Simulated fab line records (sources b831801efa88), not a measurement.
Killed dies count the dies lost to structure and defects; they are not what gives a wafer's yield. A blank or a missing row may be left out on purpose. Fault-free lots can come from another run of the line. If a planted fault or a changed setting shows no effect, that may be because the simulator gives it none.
fab line records | flow sky130 | part 2 of 2: steps 34 to 47 of 47
record: lots: 5 | wafers: 15 | lastDay: 49
route steps=708 shown VT_ADJUST_LVTN@98 VT_ADJUST_NCORE@119 VT_ADJUST_HVTR@131 VT_ADJUST_PCH@143
lots that met no fault: from a run of the same line without faults
startH: start of the lot's first displayed wafer, in hours after the record's first day | waitH: hours elapsed since this lot's preceding step | " same as the row above | L1.1+2: one row covering several wafers at once | - either no value or no given start | * or withheld: withheld | < > ~ a bound
route shown NAME@n: NAME is a module with steps in the file, n the number in the route of the first one | usual: average and standard deviation across the fault-free wafers | same: alike in all rows | chamber/n: place in a boat | sites: per-site readings | _std_site: the values' standard deviation | _edge_site: outer sites' mean less inner sites' | radiusMm: how far each site lies from the wafer's centre | mask NAME#n: copy n | behind: the tool/chamber that last shaped the wafer | hold: what put the lot on hold/how long, in hours/how the hold closed | device: whichever transistor did not switch (one of n, p or np) | end of line: tests of these same wafers at the route's end | for a step that has no rows: nothing shown but its recipe | killed: count of dies lost to structure and defects at first sort (not the wafer's yield) | map: a wafer's dies, marking killed ones x, the rest . and places with no die _
set.NAME: the setting the step ran with; set.NAME@STEP: the setting that earlier step ran with | model.NAME: the simulator's own value behind a step, which no gauge read
lots seen at some steps along the route; tables by step, rows by wafer
services: a tool's chamber out of use, with start hour (startH, from the record's first day; less than 0 if before it), hours out, and reason
== steps ==
step: SKY_VT_ADJUST_HVTR_DEHYDRATE_00
recipe: tempC: 200 | timeS: 60
lot.wafer  | tool          | chamber | startH | waitH
L076.1+2+5 | lithoTrack-01 | 0       | 218.08 | 10.3
L078.1+4+6 | lithoTrack-02 | 0       | 220.80 | 10.1
L084.1+2+5 | lithoTrack-03 | 0       | 261.56 | 12.2
L090.1+2+6 | lithoTrack-03 | 0       | 304.41 | 12.1
L091.1+3+6 | lithoTrack-02 | 0       | 315.25 | 12.8
step: SKY_VT_ADJUST_HVTR_HMDS_01
recipe: primeTimeS: 60 | primeTempC: 120
same: primeTimeS: 60
lot.wafer  | tool          | chamber | startH | waitH
L076.1+2+5 | lithoTrack-01 | 0       | 218.23 | 0.1
L078.1+4+6 | lithoTrack-02 | 0       | 220.95 | 0.1
L084.1+2+5 | lithoTrack-03 | 0       | 261.71 | 0.1
L090.1+2+6 | lithoTrack-03 | 0       | 304.56 | 0.1
L091.1+3+6 | lithoTrack-02 | 0       | 315.40 | 0.1
step: SKY_VT_ADJUST_HVTR_COAT_02
recipe: resist: NOVOLAK | spinRpm: 2949 | resistThkNm: 1140
lot.wafer  | tool          | chamber | startH | waitH
L076.1+2+5 | lithoTrack-01 | 0       | 218.38 | 0.1
L078.1+4+6 | lithoTrack-02 | 0       | 221.10 | 0.1
L084.1+2+5 | lithoTrack-03 | 0       | 261.86 | 0.1
L090.1+2+6 | lithoTrack-03 | 0       | 304.71 | 0.1
L091.1+3+6 | lithoTrack-02 | 0       | 315.55 | 0.1
step: SKY_VT_ADJUST_HVTR_SOFTBAKE_03
recipe: tempC: 90 | timeS: 60 | resist: NOVOLAK
lot.wafer  | tool          | chamber | startH | waitH
L076.1+2+5 | lithoTrack-01 | 0       | 218.53 | 0.1
L078.1+4+6 | lithoTrack-02 | 0       | 221.25 | 0.1
L084.1+2+5 | lithoTrack-03 | 0       | 262.01 | 0.1
L090.1+2+6 | lithoTrack-03 | 0       | 304.86 | 0.1
L091.1+3+6 | lithoTrack-02 | 0       | 315.70 | 0.1
step: SKY_VT_ADJUST_HVTR_EXPOSE_04
recipe: maskId: HVTRM | targetCdNm: 380 | na: 0.6 | sourceShape: conventional | sigmaOuter: 0.6 | doseMj: 150
lot.wafer  | tool            | chamber | startH | waitH | mask
L076.1+2+5 | ilineStepper-02 | 0       | -      | -     | HVTRM#0
L078.1+4+6 | ilineStepper-01 | 0       | -      | -     | HVTRM#0
L084.1+2+5 | ilineStepper-02 | 0       | -      | -     | HVTRM#0
L090.1+2+6 | ilineStepper-02 | 0       | -      | -     | HVTRM#0
L091.1+3+6 | ilineStepper-01 | 0       | -      | -     | HVTRM#0
step: SKY_VT_ADJUST_HVTR_PEB_05
recipe: tempC: withheld | timeS: * | resist: NOVOLAK
lot.wafer  | tool          | chamber | startH | waitH
L076.1+2+5 | lithoTrack-03 | 0       | -      | -
L078.1+4+6 | lithoTrack-03 | 0       | -      | -
L084.1+2+5 | lithoTrack-03 | 0       | -      | -
L090.1+2+6 | lithoTrack-01 | 0       | -      | -
L091.1+3+6 | lithoTrack-02 | 0       | -      | -
step: SKY_VT_ADJUST_HVTR_DEVELOP_06
recipe: developTimeS: 60 | devTempC: 23
lot.wafer  | tool          | chamber | startH | waitH
L076.1+2+5 | lithoTrack-03 | 0       | 229.31 | 0.1
L078.1+4+6 | lithoTrack-03 | 0       | 232.06 | 0.1
L084.1+2+5 | lithoTrack-03 | 0       | 273.51 | 0.1
L090.1+2+6 | lithoTrack-01 | 0       | 318.18 | 0.1
L091.1+3+6 | lithoTrack-02 | 0       | 328.40 | 0.1
step: SKY_VT_ADJUST_HVTR_CD_MEAS_07
recipe: targetCdNm: 380
usual: cdNm: 378.9/2.5
lot.wafer | tool     | chamber | startH | waitH | cdNm
L076.1    | cdSem-02 | -       | 229.46 | 0.1   | 377.1
L076.2    | "        | -       | "      | "     | 375.3
L076.5    | "        | -       | "      | "     | 376.3
L078.1    | cdSem-02 | -       | 232.21 | 0.1   | 379.0
L078.4    | "        | -       | "      | "     | 376.7
L078.6    | "        | -       | "      | "     | 378.8
L084.1    | cdSem-01 | -       | 273.66 | 0.1   | 381.3
L084.2    | "        | -       | "      | "     | 380.5
L084.5    | "        | -       | "      | "     | 379.6
L090.1    | cdSem-02 | -       | 318.33 | 0.1   | 381.3
L090.2    | "        | -       | "      | "     | 381.4
L090.6    | "        | -       | "      | "     | 382.9
L091.1    | cdSem-01 | -       | 328.55 | 0.1   | 383.1
L091.3    | "        | -       | "      | "     | 381.5
L091.6    | "        | -       | "      | "     | 384.2
step: SKY_VT_ADJUST_HVTR_OVL_MEAS_08
usual: VT_ADJUST_HVTR_OVL: 0.0/1.7
lot.wafer | tool       | chamber | startH | waitH | VT_ADJUST_HVTR_OVL[nm]
L076.1    | overlay-02 | -       | 229.58 | 0.1   | -1.6
L076.2    | "          | -       | "      | "     | -0.2
L076.5    | "          | -       | "      | "     | -1.0
L078.1    | overlay-01 | -       | 232.33 | 0.1   | 1.1
L078.4    | "          | -       | "      | "     | 1.2
L078.6    | "          | -       | "      | "     | 2.7
L084.1    | overlay-02 | -       | 273.78 | 0.1   | -2.5
L084.2    | "          | -       | "      | "     | -3.5
L084.5    | "          | -       | "      | "     | -3.7
L090.1    | overlay-01 | -       | 318.45 | 0.1   | 1.3
L090.2    | "          | -       | "      | "     | 0.7
L090.6    | "          | -       | "      | "     | 1.8
L091.1    | overlay-02 | -       | 328.67 | 0.1   | 2.2
L091.3    | "          | -       | "      | "     | -0.9
L091.6    | "          | -       | "      | "     | -0.6
step: SKY_VT_ADJUST_HVTR_IMPLANT_09
recipe: species: B | energyKev: 10 | doseCm2: 2.1e+12 | tiltDeg: withheld
usual: beamOnS: 10.02/0.23
lot.wafer | tool         | chamber | startH | waitH | beamOnS
L076.1    | implanter-01 | 0       | 229.62 | 0.0   | 9.75
L076.2    | "            | 0       | "      | "     | 9.95
L076.5    | "            | 0       | "      | "     | 9.97
L078.1    | implanter-01 | 0       | 232.37 | 0.0   | 10.22
L078.4    | "            | 0       | "      | "     | 10.34
L078.6    | "            | 0       | "      | "     | 9.85
L084.1    | implanter-01 | 0       | 273.82 | 0.0   | 10.09
L084.2    | "            | 0       | "      | "     | 10.04
L084.5    | "            | 0       | "      | "     | 9.69
L090.1    | implanter-02 | 0       | 318.49 | 0.0   | 10.02
L090.2    | "            | 0       | "      | "     | 9.85
L090.6    | "            | 0       | "      | "     | 10.07
L091.1    | implanter-01 | 0       | 328.70 | 0.0   | 9.94
L091.3    | "            | 0       | "      | "     | 9.66
L091.6    | "            | 0       | "      | "     | 9.99
step: SKY_VT_ADJUST_HVTR_STRIP_10
recipe: chemistry: O2/N2 | powerW: 1400 | pressureMtorr: 1500 | platenTempC: withheld | o2FlowSccm: 3000 | n2FlowSccm: 300 | overashFraction: 0.5
usual: drypumpMotorCurrentA: 5.6/0.47 | oesProductAu: 0.716/0.0039 | stripTimeToEndpointS: 14.29/0.032
lot.wafer | tool           | chamber | startH | waitH | drypumpMotorCurrentA | oesProductAu | rfHoursCounterH | stripTimeToEndpointS
L076.1    | plasmaAsher-04 | 1       | 229.77 | 0.1   | 6.2                  | 0.716        | 42              | 14.25
L076.2    | "              | 0       | "      | "     | 6.1                  | 0.719        | 42              | 14.24
L076.5    | "              | 0       | "      | "     | 6.1                  | 0.715        | -               | 14.24
L078.1    | plasmaAsher-04 | 0       | 232.52 | 0.1   | 6.2                  | 0.714        | 42              | 14.34
L078.4    | "              | 0       | "      | "     | 6.1                  | 0.718        | -               | 14.35
L078.6    | "              | 0       | "      | "     | 6.1                  | 0.720        | -               | 14.34
L084.1    | plasmaAsher-01 | 0       | 273.97 | 0.1   | 5.7                  | 0.718        | 58              | 14.34
L084.2    | "              | 1       | "      | "     | 5.0                  | 0.712        | 58              | 14.30
L084.5    | "              | 0       | "      | "     | 5.7                  | 0.714        | -               | 14.31
L090.1    | plasmaAsher-01 | 0       | 318.64 | 0.1   | 5.7                  | 0.711        | 63              | 14.27
L090.2    | "              | 1       | "      | "     | 4.9                  | 0.710        | 63              | 14.26
L090.6    | "              | 1       | "      | "     | 4.9                  | 0.713        | -               | 14.26
L091.1    | plasmaAsher-01 | 0       | 328.85 | 0.1   | 5.7                  | 0.725        | 64              | 14.36
L091.3    | "              | 1       | "      | "     | 5.0                  | 0.710        | -               | 14.34
L091.6    | "              | 0       | "      | "     | 5.7                  | 0.719        | -               | 14.32
step: SKY_VT_ADJUST_HVTR_TW_MEAS_11
usual: VT_ADJUST_HVTR_TW: 212.9/2.4
lot.wafer | tool         | chamber | startH | waitH | VT_ADJUST_HVTR_TW
L076.1    | filmMetro-04 | -       | 229.87 | 0.1   | 211.5
L076.2    | "            | -       | "      | "     | 210.9
L076.5    | "            | -       | "      | "     | 209.7
L078.1    | filmMetro-04 | -       | 232.62 | 0.1   | 210.9
L078.4    | "            | -       | "      | "     | 210.0
L078.6    | "            | -       | "      | "     | 209.5
L084.1    | filmMetro-02 | -       | 274.07 | 0.1   | 213.8
L084.2    | "            | -       | "      | "     | 213.8
L084.5    | "            | -       | "      | "     | 211.5
L090.1    | filmMetro-04 | -       | 318.74 | 0.1   | 210.7
L090.2    | "            | -       | "      | "     | 210.9
L090.6    | "            | -       | "      | "     | 210.9
L091.1    | filmMetro-02 | -       | 328.95 | 0.1   | 211.8
L091.3    | "            | -       | "      | "     | 212.2
L091.6    | "            | -       | "      | "     | 211.4
step: SKY_VT_ADJUST_PCH_DEHYDRATE_00
recipe: tempC: 200 | timeS: 60
lot.wafer  | tool          | chamber | startH | waitH
L076.1+2+5 | lithoTrack-04 | 0       | 240.44 | 10.6
L078.1+4+6 | lithoTrack-04 | 0       | 243.29 | 10.7
L084.1+2+5 | lithoTrack-01 | 0       | 286.38 | 12.3
L090.1+2+6 | lithoTrack-03 | 0       | 330.51 | 11.8
L091.1+3+6 | lithoTrack-01 | 0       | 341.73 | 12.8
step: SKY_VT_ADJUST_PCH_HMDS_01
recipe: primeTimeS: 60 | primeTempC: 120
same: primeTimeS: 60
lot.wafer  | tool          | chamber | startH | waitH
L076.1+2+5 | lithoTrack-04 | 0       | 240.59 | 0.1
L078.1+4+6 | lithoTrack-04 | 0       | 243.44 | 0.1
L084.1+2+5 | lithoTrack-01 | 0       | 286.53 | 0.1
L090.1+2+6 | lithoTrack-03 | 0       | 330.66 | 0.1
L091.1+3+6 | lithoTrack-01 | 0       | 341.88 | 0.1
== services ==
tool            | chamber | startH | hours | kind
ilineStepper-02 | -       | 132.11 | 1.7   | pm
plasmaAsher-01  | -       | 137.26 | 1.7   | repair
implanter-02    | -       | 151.72 | 1.5   | repair
implanter-01    | -       | 157.04 | 1.1   | repair
ilineStepper-02 | -       | 166.35 | 5.8   | repair
implanter-03    | -       | 166.76 | 5.5   | pm
implanter-02    | -       | 169.88 | 3.6   | repair
implanter-04    | -       | 216.68 | 1.1   | repair
implanter-03    | -       | 234.22 | 2.3   | pm
ilineStepper-01 | -       | 240.30 | 0.6   | repair
plasmaAsher-01  | -       | 244.93 | 0.5   | repair
plasmaAsher-04  | -       | 250.25 | 0.4   | repair
plasmaAsher-01  | -       | 252.68 | 9.1   | repair
ilineStepper-01 | -       | 262.06 | 1.7   | pm
plasmaAsher-03  | -       | 279.11 | 2.8   | pm
implanter-04    | -       | 287.19 | 2.2   | repair
implanter-03    | -       | 290.35 | 2.0   | pm
implanter-03    | -       | 292.36 | 13.6  | pm
plasmaAsher-02  | -       | 295.69 | 2.2   | repair
implanter-03    | -       | 314.74 | 2.1   | repair
plasmaAsher-02  | -       | 317.88 | 5.0   | repair
implanter-04    | -       | 326.33 | 1.4   | repair
implanter-04    | -       | 327.69 | 4.9   | pm
implanter-02    | -       | 330.83 | 3.2   | repair
